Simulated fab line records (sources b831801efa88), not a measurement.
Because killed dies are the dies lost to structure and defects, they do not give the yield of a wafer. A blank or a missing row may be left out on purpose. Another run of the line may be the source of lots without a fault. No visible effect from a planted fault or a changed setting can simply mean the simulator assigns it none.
A struck lot beside a sound one	flow sky130	43 out of 708 route steps
Sound: wafers L673.1, L673.2, L673.5. Struck: wafers L674.2, L674.6 (left out: L674.4, a lot-mate that was not struck); the cause follows at the end.
Order at every step that has rows: each side's tool, ch and its chambers, its first start. Under that, the readings that differ: sound wafers	struck wafers	difference of the means	sigmas: that difference in standard deviations of wafers without a fault.
alike: readings with means less than 2 such deviations apart, plus words and numbers identical on both sides. not compared: withheld readings, readings lacking a value on some wafer, bounds such as >300 that could conceal the same value, and numbers that have no deviation in the record and whose values overlap.
The two part at a step that has a row with sigmas, a row that says differs or no value, or rows on one side only. When numbers do not overlap yet have no deviation, they are printed without sigmas and do not part them. A reading that every wafer of one side lacks parts them only if that side has two wafers or more.

first, 3 steps without rows for these wafers: SKY_VIA2_STRIP_17 (strips in post etch residue remover, time 1200 s); SKY_VIA2_CLEAN_18 (cleans in IPA, time 180 s); SKY_VIA2_CLEAN_19 (cleans in O3/DIW).
SKY_VIA2_SPUTTER_20: material TiN, target thk 20 nm, time 80 s.
  sound on pvd-sputter-02, day 36 23:49; struck on pvd-sputter-02, day 37 09:23
  alike: throttle-valve-pct
then, 1 step without rows for these wafers: SKY_VIA2_CVD_21 (deposits W, target thk 420 nm, time 126.4 s).
SKY_VIA2_RS_MEAS_22: measures by four-point-probe.
  sound on film-metro-02, day 37 00:01; struck on film-metro-01, day 37 09:35
  alike: VIA2_W_RS
SKY_VIA2_THK_MEAS_23: measures by xrf.
  sound on film-metro-02, day 37 00:08; struck on film-metro-01, day 37 09:42
  alike: VIA2_W_THK
then, 1 step without rows for these wafers: SKY_VIA2_CMP_24 (polishes, stops on SiO2, t overpolish 18.53 s, target thk 0 nm).
SKY_METAL3_SPUTTER_00: material Ti, target thk 15 nm, time 10 s.
  sound on pvd-sputter-03, day 37 00:29; struck on pvd-sputter-03, day 37 10:03
  alike: throttle-valve-pct
then, 2 steps without rows for these wafers: SKY_METAL3_SPUTTER_01 (material TiN, target thk 20 nm, time 16.7 s); SKY_METAL3_SPUTTER_02 (material AlCu, target thk 735 nm, time 39.1 s).
SKY_METAL3_SPUTTER_03: material Ti, target thk 5 nm, time 3.3 s.
  sound on pvd-sputter-03, day 37 00:35; struck on pvd-sputter-03, day 37 10:08
  alike: throttle-valve-pct
SKY_METAL3_SPUTTER_04: material TiN, target thk 70 nm, time 58.3 s.
  sound on pvd-sputter-03, day 37 00:36; struck on pvd-sputter-03, day 37 10:10
  alike: throttle-valve-pct
then, 1 step without rows for these wafers: SKY_CAPM_CVD_00 (deposits SiO2, target thk 15.5 nm).
SKY_CAPM_THK_MEAS_01:
  sound on film-metro-03, day 37 00:40; struck on film-metro-03, day 37 10:14
  alike: CAPM_CVD_00_THK
then, 1 step without rows for these wafers: SKY_CAPM_SPUTTER_02 (material TiN, target thk 200 nm, time 166.7 s).
SKY_CAPM_RS_MEAS_03: measures by four-point-probe.
  sound on film-metro-01, day 37 00:50; struck on film-metro-02, day 37 10:25
reading	sound	struck	difference	sigmas
CAPM_TIN_RS (ohm/sq)	7.10 6.90 6.95	6.86 6.76	-0.17	-2
SKY_CAPM_THK_MEAS_04: measures by xrf.
  sound on film-metro-01, day 37 00:58; struck on film-metro-02, day 37 10:32
reading	sound	struck	difference	sigmas
CAPM_TIN_THK (nm)	192.2 198.3 197.1	200.0 203.4	+5.8	+2
then, 7 steps without rows for these wafers: SKY_CAPM_DEHYDRATE_05 (time 60 s); SKY_CAPM_HMDS_06 (prime time 60 s); SKY_CAPM_COAT_07 (resist thk 1140 nm); SKY_CAPM_SOFTBAKE_08 (time 60 s); SKY_CAPM_EXPOSE_09 (exposes mask CAPM, target cd 1000 nm); SKY_CAPM_PEB_10; SKY_CAPM_DEVELOP_11 (develop time 60 s).
SKY_CAPM_OVL_MEAS_12:
  sound on overlay-02, day 38 02:20; struck on overlay-02, day 38 11:04
  alike: CAPM_OVL
then, 1 step without rows for these wafers: SKY_CAPM_METAL_ETCH_13 (etches TiN in Cl2/BCl3, stops on SiO2, target depth 220 nm, time 62.9 s).
SKY_CAPM_STRIP_14: strips in O2/N2.
  sound on plasma-asher-03 ch 0,1, day 38 02:28; struck on plasma-asher-03 ch 0, day 38 11:10
  alike: drypump-motor-current-A, oes-product-au, strip-time-to-endpoint-s
  not compared: rf-hours-counter-h
then, 11 steps without rows for these wafers: SKY_CAPM_STRIP_15 (strips in post etch residue remover, time 1200 s); SKY_CAPM_CLEAN_16 (cleans in IPA, time 180 s); SKY_CAPM_CLEAN_17 (cleans in O3/DIW); SKY_METAL3_DEHYDRATE_05 (time 60 s); SKY_METAL3_HMDS_06 (prime time 60 s); SKY_METAL3_COAT_07 (resist thk 60 nm); SKY_METAL3_COAT_08 (resist thk 1140 nm); SKY_METAL3_SOFTBAKE_09 (time 90 s); SKY_METAL3_EXPOSE_10 (exposes mask MM3, target cd 300 nm); SKY_METAL3_PEB_11; SKY_METAL3_DEVELOP_12 (develop time 60 s).
SKY_METAL3_CD_MEAS_13 targets a cd of 300 nm.
  sound on cd-sem-01, day 39 04:32; struck on cd-sem-01, day 39 12:58
  alike: cd-nm
SKY_METAL3_OVL_MEAS_14:
  sound on overlay-02, day 39 04:40; struck on overlay-01, day 39 13:04
  alike: METAL3_OVL
SKY_METAL3_DESCUM_15: chemistry O2, time 8 s.
  sound on rie-metal-04 ch 0,1, day 39 04:42; struck on rie-metal-02 ch 0,1, day 39 13:06
  alike: drypump-motor-current-A, oes-product-au
  not compared: rf-hours-counter-h
-- the record jumps here: 7 days lie between the struck wafers' starts before and after (it left off in module METAL3 and takes up again in module PAD_OPEN, whose first step shown is number 708 of the route) --
SKY_PAD_OPEN_PROBE_99:
  sound on prober-01, day 46 10:55; struck on prober-01, day 46 15:44
reading	sound	struck	difference	sigmas
killed_at_M0_to_M3	46 52 36	77 88	+38	+6
killed-dies	85 110 85	119 130	+31	+3
killed-open	42 59 47	32 39	-14	-2
model.etest.tester.sort-n-pass	407 382 407	373 362	-31	
model.etest.tester.sort-yield-pct (%)	82.72 77.64 82.72	75.81 73.58	-6.33	
model.etest.tester.sort_bin_5_pct (%)	9.756 13.21 11.18	14.43 16.46	+4.06	
model.etest.tester.sort_bin_3_pct (%)	0.6098 0.6098 0.6098	2.033 2.846	+1.830	
  alike: killed_at_M4_up, killed-at-contacts, killed-at-front-end, killed-at-other, killed-short

## WHERE THEY PART
First at SKY_CAPM_RS_MEAS_03; last, within this record, at SKY_PAD_OPEN_PROBE_99.

WHY: the cause the simulator had injected
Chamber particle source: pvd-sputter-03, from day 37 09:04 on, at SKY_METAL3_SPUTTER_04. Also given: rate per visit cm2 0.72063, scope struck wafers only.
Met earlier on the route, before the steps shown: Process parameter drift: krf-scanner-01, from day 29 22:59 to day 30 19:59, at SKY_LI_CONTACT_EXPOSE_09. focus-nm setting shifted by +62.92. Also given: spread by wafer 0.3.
